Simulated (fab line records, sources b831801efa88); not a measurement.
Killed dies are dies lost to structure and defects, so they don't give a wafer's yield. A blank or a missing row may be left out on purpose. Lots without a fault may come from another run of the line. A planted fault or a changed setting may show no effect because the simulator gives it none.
Which tool did it? | flow gf180mcu | 12 lots, 36 wafers sampled, at 3 steps of a route of 602

WHAT THE GAUGES READ, wafer by wafer
GF_HV_LDD_TW_MEAS_23.
lot  | measured     | on            | HV_LDD_2_TW
L075 | day 11 05:30 | film_metro-04 | 1047 1048 1045
L077 | day 11 22:01 | film_metro-03 | 1043 1042 1038
L079 | day 12 13:49 | film_metro-01 | 1065 1054 1064
L081 | day 13 01:34 | film_metro-01 | 1071 1071 1069
L083 | day 13 17:26 | film_metro-01 | 1072 1069 1073
L085 | day 14 06:02 | film_metro-04 | 1054 1049 1053
L087 | day 14 21:31 | film_metro-03 | 1037 1033 1042
L089 | day 15 15:46 | film_metro-01 | 1070 1067 1069
L091 | day 16 04:12 | film_metro-03 | 1049 1043 1042
L093 | day 17 00:52 | film_metro-01 | 1065 1060 1064
L095 | day 17 09:16 | film_metro-01 | 1067 1061 1066
L097 | day 18 04:22 | film_metro-01 | 1068 1063 1062

WHICH TOOL RAN EACH LOT (tool, then ch and the chambers of the sampled wafers, then the start)
lot  | GF_NWELL_STRIP_10                   | GF_MVSD_STRIP_10
L075 | plasma_asher-04 ch 0,1, day 3 14:45 | plasma_asher-01 ch 1, day 4 18:28
L077 | plasma_asher-03 ch 0,1, day 4 01:17 | plasma_asher-02 ch 0,1, day 5 05:13
L079 | plasma_asher-03 ch 0,1, day 4 14:00 | plasma_asher-03 ch 1, day 5 19:01
L081 | plasma_asher-01 ch 0,1, day 4 21:28 | plasma_asher-03 ch 0, day 6 03:06
L083 | plasma_asher-04 ch 0,1, day 5 10:25 | plasma_asher-03 ch 0,1, day 6 17:13
L085 | plasma_asher-01 ch 0,1, day 5 17:52 | plasma_asher-02 ch 0,1, day 7 01:19
L087 | plasma_asher-01 ch 0,1, day 6 08:07 | plasma_asher-03 ch 0,1, day 7 15:58
L089 | plasma_asher-03 ch 0,1, day 6 18:13 | plasma_asher-01 ch 0,1, day 8 03:07
L091 | plasma_asher-03 ch 0,1, day 7 04:16 | plasma_asher-02 ch 0,1, day 8 13:34
L093 | plasma_asher-04 ch 0,1, day 7 19:08 | plasma_asher-03 ch 0,1, day 9 05:50
L095 | plasma_asher-01 ch 0,1, day 8 02:26 | plasma_asher-01 ch 0,1, day 9 12:05
L097 | plasma_asher-01 ch 0,1, day 8 13:57 | plasma_asher-01 ch 0,1, day 10 00:39
- GF_NWELL_STRIP_10: strips in O2/N2.
- GF_MVSD_STRIP_10: strips in O2/N2.

THE ANSWER, worked out from the rows above alone
Rule: what is usual is taken from the lots themselves. Put in order of their means at a reading, lots are off if they are a third of the lots or fewer, leave a main group of 4 or more, and stand apart from it by a gap of 3 or more times the standard deviation of the main group's means; of several such gaps the widest counts. A main group whose means are all the same, to the digits that the tables above print for the reading, isn't used. A lot without any number at a reading at which 4 lots or more have one is off too. The other lots that the step has rows for count as sound.
No lot is off at any reading shown: from this, nothing can be told.

WHAT THE SIMULATOR HAD PUT IN
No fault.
